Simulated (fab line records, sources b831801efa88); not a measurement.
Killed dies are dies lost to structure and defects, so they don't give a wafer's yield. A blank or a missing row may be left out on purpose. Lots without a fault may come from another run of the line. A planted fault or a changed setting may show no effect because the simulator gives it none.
Chamber matching | flow sky130 | SKY_FIELD_ISO_CMP_27 on cmp-01: 4 sister chambers
The step polishes, stops on Si3N4, t overpolish 16 s, target thk 457.8 nm. 7 wafers are shown with their chamber, then 7 later ones without.

WAFERS WITH THEIR CHAMBER
wafer  | chamber | motor_current_A (A) | time_to_endpoint_s (s)
L080.4 | 2       | 10.9                | 113
L081.6 | 0       | 11.6                | 111
L084.1 | 3       | 11.2                | 119
L084.2 | 1       | 12.6                | 111
L084.3 | 0       | 11.3                | 115
L087.2 | 2       | 10.7                | 115
L087.5 | 1       | 11.7                | 113

WAFERS WITHOUT THEIR CHAMBER
wafer  | motor_current_A (A) | time_to_endpoint_s (s)
L087.6 | 11.4                | 120
L088.4 | 11.9                | 117
L088.5 | 12.1                | 117
L088.6 | 11.8                | 114
L094.2 | 11.7                | 120
L094.4 | 10.6                | 120
L094.5 | 10.7                | 119

WHICH CHAMBER EACH WENT THROUGH
wafer  | from the rows above               | in truth
L087.6 | 3                                 | 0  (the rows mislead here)
L088.4 | can't be placed: 3 or 0 or 1 or 2 | 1
L088.5 | can't be placed: 3 or 1 or 0 or 2 | 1
L088.6 | can't be placed: 0 or 1 or 2 or 3 | 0
L094.2 | 3                                 | 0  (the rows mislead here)
L094.4 | can't be placed: 3 or 2           | 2
L094.5 | can't be placed: 3 or 2           | 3
Placed correctly: 0 of 7. Can't be placed from these rows: 5 (the true chamber is among the candidates in 5). Placed wrongly: 2.
How it was worked out, from the rows above alone: a wafer's distance from a chamber is the root of the sum, over the readings, of the square of ((its reading less the chamber's mean) divided by the reading's scatter). The wafer belongs to the nearest chamber; if the next one is less than 2 further off, it can't be placed. A chamber's mean is the mean of its shown wafers. The scatter: the root of (the sum of the squares of (reading less its chamber's mean) over the shown wafers, divided by (wafers less chambers)).
